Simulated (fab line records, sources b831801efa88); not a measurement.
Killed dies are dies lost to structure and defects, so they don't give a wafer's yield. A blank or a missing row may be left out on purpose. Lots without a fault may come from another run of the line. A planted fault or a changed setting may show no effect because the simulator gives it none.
Which tool did it? | flow sky130 | 13 lots, 39 wafers sampled, at 2 steps of a route of 708

WHAT THE GAUGES READ, wafer by wafer
SKY_RES_PROTECT_TW_MEAS_08. Usual: POLY_GATE_TW 4037, standard deviation 68.
lot  | measured     | on            | POLY_GATE_TW   | flag
L809 | day 15 00:35 | film_metro-04 | 4033 4027 4040 |
L810 | day 15 10:37 | film_metro-04 | 4035 4035 4050 |
L814 | day 16 19:34 | film_metro-02 | 4148 4137 4156 |
L815 | day 17 09:41 | film_metro-02 | 4133 4147 4127 |
L816 | day 17 16:04 | film_metro-02 | 4136 4130 4140 |
L821 | day 19 15:41 | film_metro-04 | 4051 4062 4049 |
L822 | day 20 04:04 | film_metro-01 | 3980 3979 3981 |
L823 | day 20 12:17 | film_metro-02 | 4121 4144 4106 |
L824 | day 20 13:01 | film_metro-02 | 4112 4168 4121 |
L825 | day 21 01:17 | film_metro-01 | 3995 4019 4023 |
L827 | day 21 11:08 | film_metro-02 | 4110 4134 4128 |
L828 | day 21 22:41 | film_metro-02 | 4162 4143 4141 |
L829 | day 22 04:02 | film_metro-04 | 4032 4035 4023 |

SKY_LDD_P_TW_MEAS_11. Usual: LDD_P_TW 641, standard deviation 7.7.
lot  | measured     | on            | LDD_P_TW    | flag
L809 | day 18 20:20 | film_metro-02 | 649 648 648 |
L810 | day 19 07:29 | film_metro-04 | 637 639 638 |
L814 | day 20 19:05 | film_metro-03 | 637 635 640 |
L815 | day 21 12:23 | film_metro-04 | 637 637 635 |
L816 | day 21 17:23 | film_metro-04 | 636 637 634 |
L821 | day 23 17:14 | film_metro-04 | 634 630 634 |
L822 | day 24 05:01 | film_metro-03 | 636 635 636 |
L823 | day 24 13:09 | film_metro-02 | 645 646 647 |
L824 | day 24 12:50 | film_metro-04 | 631 631 634 |
L825 | day 25 09:35 | film_metro-04 | 629 627 634 |
L827 | day 25 10:14 | film_metro-02 | 651 650 650 |
L828 | day 25 20:30 | film_metro-04 | 631 631 627 |
L829 | day 26 03:11 | film_metro-02 | 648 650 646 |

WHICH TOOL RAN EACH LOT (tool, then ch and the chambers of the sampled wafers, then the start)
The record holds no process step before these readings.

WHAT THE TOOLS THEMSELVES READ (means of the sampled wafers that have a number; where no wafer has one, the mark that the record gives instead)
The record holds no such reading with a usual standard deviation.

THE ANSWER, worked out from the rows above alone
Rule: a lot is off if the mean of its wafers that have a number lies more than 3 standard deviations from the usual mean. A lot without any number at a reading at which 4 lots or more have one is off too. The other lots that the step has rows for count as sound. The gauges are gone through in route order, then the tools' own readings, and for those a lot's mean is taken as printed above. The first step at which some lot is off is used, and at that step the reading that is off furthest; a lot without a number counts as furthest.
No lot is off at any reading shown: from this, nothing can be told.

WHAT THE SIMULATOR HAD PUT IN
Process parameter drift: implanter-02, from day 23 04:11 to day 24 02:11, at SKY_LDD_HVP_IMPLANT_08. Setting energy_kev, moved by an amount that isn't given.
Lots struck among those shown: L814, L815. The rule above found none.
